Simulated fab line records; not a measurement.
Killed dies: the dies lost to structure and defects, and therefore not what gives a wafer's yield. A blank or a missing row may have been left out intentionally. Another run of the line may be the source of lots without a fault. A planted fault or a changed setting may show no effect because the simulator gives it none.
Shared-tool check + flow sky130 + 33 wafers sampled across 11 lots

## REASON IT WAS OPENED
At SKY_SPACER_THK_MEAS_01 the reading SPACER_CVD_00_THK is flagged on 3 of 11 lots. Wafers without a fault read 43.3 nm, standard deviation 0.39.
Rule: a lot is flagged when every wafer of it that has a number lies more than 4 standard deviations from that mean, or none has a number. The other lots count as sound.

| lot  | measured     | on            | SPACER_CVD_00_THK (nm), wafer by wafer | flag    |
|------|--------------|---------------|----------------------------------------|---------|
| L699 | day 23 10:03 | film-metro-04 | 43.8 44.0 44.0                         |         |
| L700 | day 23 11:16 | film-metro-02 | 42.8 42.7 43.0                         |         |
| L701 | day 23 18:32 | film-metro-02 | 43.2 43.6 43.0                         |         |
| L702 | day 24 12:03 | film-metro-04 | 43.9 43.4 43.2                         |         |
| L703 | day 24 16:51 | film-metro-02 | 43.1 42.7 42.7                         |         |
| L704 | day 25 02:47 | film-metro-02 | 43.1 43.3 43.3                         |         |
| L705 | day 25 13:00 | film-metro-02 | 43.3 42.9 43.0                         |         |
| L709 | day 27 00:50 | film-metro-04 | 43.1 43.5 43.3                         |         |
| L711 | day 27 14:41 | film-metro-03 | 34.5 34.6 34.5                         | FLAGGED |
| L712 | day 27 23:33 | film-metro-04 | 34.4 34.6 34.7                         | FLAGGED |
| L713 | day 28 05:26 | film-metro-02 | 34.7 34.4 34.3                         | FLAGGED |
On average the flagged lots' numbers are 34.5 nm, which is -8.8 nm against the usual, or -23 standard deviations.

## WHICH TOOL EACH LOT WENT THROUGH
The record keeps 1 process step preceding the reading, out of 708 steps on the route. Cell contents, in order: the tool; ch with the chambers the sampled wafers went through; the start.
| lot  | flag    | SKY_SPACER_CVD_00           |
|------|---------|-----------------------------|
| L699 |         | lpcvd-02 ch 1, day 23 08:50 |
| L700 |         | lpcvd-02 ch 1, day 23 10:03 |
| L701 |         | lpcvd-02 ch 1, day 23 17:17 |
| L702 |         | lpcvd-02 ch 0, day 24 10:51 |
| L703 |         | lpcvd-02 ch 1, day 24 15:37 |
| L704 |         | lpcvd-02 ch 1, day 25 01:34 |
| L705 |         | lpcvd-02 ch 0, day 25 11:47 |
| L709 |         | lpcvd-02 ch 0, day 26 23:37 |
| L711 | FLAGGED | lpcvd-02 ch 1, day 27 13:29 |
| L712 | FLAGGED | lpcvd-02 ch 1, day 27 22:20 |
| L713 | FLAGGED | lpcvd-02 ch 1, day 28 04:13 |
What is done by these steps:
- SKY_SPACER_CVD_00: deposits Si3N4 from DCS/NH3, target thk 43.1 nm, time 740 s.
- SKY_SPACER_THK_MEAS_01

## FLAGGED OVER TOTAL, TOOL BY TOOL (the gauges that took the reading come last)
| step                   | tool          | lots run | flagged | share of the flagged lots | sound lots run after its first flagged lot |
|------------------------|---------------|----------|---------|---------------------------|--------------------------------------------|
| SKY_SPACER_CVD_00      | lpcvd-02      | 11       | 3       | all                       | 0                                          |
| SKY_SPACER_THK_MEAS_01 | film-metro-02 | 6        | 1       | some                      | 0                                          |
| SKY_SPACER_THK_MEAS_01 | film-metro-03 | 1        | 1       | some                      | 0                                          |
| SKY_SPACER_THK_MEAS_01 | film-metro-04 | 4        | 1       | some                      | 0                                          |

## THE TABLE: WHAT IT ALLOWS
All flagged lots share 1 row of the table, namely lpcvd-02 at SKY_SPACER_CVD_00.
- lpcvd-02 at SKY_SPACER_CVD_00 ran 11 lots, 3 of them flagged. It ran its last sound lot, L709, at day 26 23:37 and its first flagged lot, L711, at day 27 13:29: a fault with its onset between the two fits.
Just one tool remains: lpcvd-02 at SKY_SPACER_CVD_00.

## WHAT THE SIMULATOR HAD INSERTED
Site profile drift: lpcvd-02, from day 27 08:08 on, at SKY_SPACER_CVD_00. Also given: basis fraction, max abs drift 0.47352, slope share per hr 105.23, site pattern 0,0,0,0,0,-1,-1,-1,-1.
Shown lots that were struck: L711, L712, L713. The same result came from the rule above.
